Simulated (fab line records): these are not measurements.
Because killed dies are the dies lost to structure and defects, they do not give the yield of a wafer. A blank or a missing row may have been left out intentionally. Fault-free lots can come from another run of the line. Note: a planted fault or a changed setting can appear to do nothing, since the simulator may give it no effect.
What tool caused it? | flow sky130 | 6 lots with 18 wafers sampled at 3 steps, on a route of 708 steps

WHAT EACH GAUGE READ, for each wafer
SKY_NWELL_RS_MEAS_29: the measuring method here is four-point-probe.
lot  | measured     | on            | NWELL_RS (ohm/sq)
L528 | day 5 16:58  | film-metro-02 | 624.6 622.4 622.5
L530 | day 6 08:02  | film-metro-04 | 624.3 625.1 625.1
L533 | day 7 01:49  | film-metro-04 | 626.1 626.5 626.4
L537 | day 7 23:41  | film-metro-02 | 626.0 627.6 626.0
L545 | day 10 01:07 | film-metro-01 | 617.9 617.0 618.3 618.0 619.2 617.2
L548 | day 10 19:00 | film-metro-01 | 616.8 616.1 617.1 616.4 615.6 617.8

WHAT TOOL EACH LOT RAN ON (gives the tool, then ch and the chambers of the sampled wafers, and finally the start)
lot  | SKY_FIELD_ISO_ETCH_15             | SKY_NWELL_IMPLANT_13
L528 | rie-diel-03 ch 1,2,3, day 2 15:16 | implanter-03 ch 0, day 4 22:14
L530 | rie-diel-02 ch 0,2,3, day 3 01:10 | implanter-03 ch 0, day 5 13:29
L533 | rie-diel-02 ch 0,1,2, day 3 17:25 | implanter-03 ch 0, day 6 06:23
L537 | rie-diel-03 ch 0,2, day 4 12:32   | implanter-03 ch 0, day 7 02:21
L545 | rie-diel-01 ch 0,1,2, day 6 06:52 | implanter-04 ch 0, day 9 02:45
L548 | rie-diel-03 ch 0,1, day 6 23:57   | implanter-04 ch 0, day 9 19:51
- SKY_FIELD_ISO_ETCH_15: etches the open film in CHF3/O2, stops on Si, target depth 180 nm, time 72 s.
- SKY_NWELL_IMPLANT_13

THE ANSWER, worked out from the rows above alone
Rule: the lots themselves supply what counts as usual. Put in order of their means at a reading, lots are off if they are a third of the lots or fewer, leave a main group of 4 or more, and stand apart from it by a gap of 3 or more times the standard deviation of the main group's means; of several such gaps the widest counts. If all means in a main group match to the digits the tables above print for the reading, that group is not used. A lot without any number at a reading at which 4 lots or more have one is off too. The other lots that the step has rows for count as sound.
Off: L545, L548, at SKY_NWELL_RS_MEAS_29 (NWELL_RS). The main group: mean 625.2 ohm/sq, standard deviation 1.4.
A tool fits if, at a process step before that reading, it ran every lot that is off, and no sound lot after the first of them. Those tools and the gauges at SKY_NWELL_RS_MEAS_29 are tried in the same way. Can't be told from this: 2 tools fit, implanter-04 at SKY_NWELL_IMPLANT_13, film-metro-01 at SKY_NWELL_RS_MEAS_29.

WHAT WAS PUT IN BY THE SIMULATOR
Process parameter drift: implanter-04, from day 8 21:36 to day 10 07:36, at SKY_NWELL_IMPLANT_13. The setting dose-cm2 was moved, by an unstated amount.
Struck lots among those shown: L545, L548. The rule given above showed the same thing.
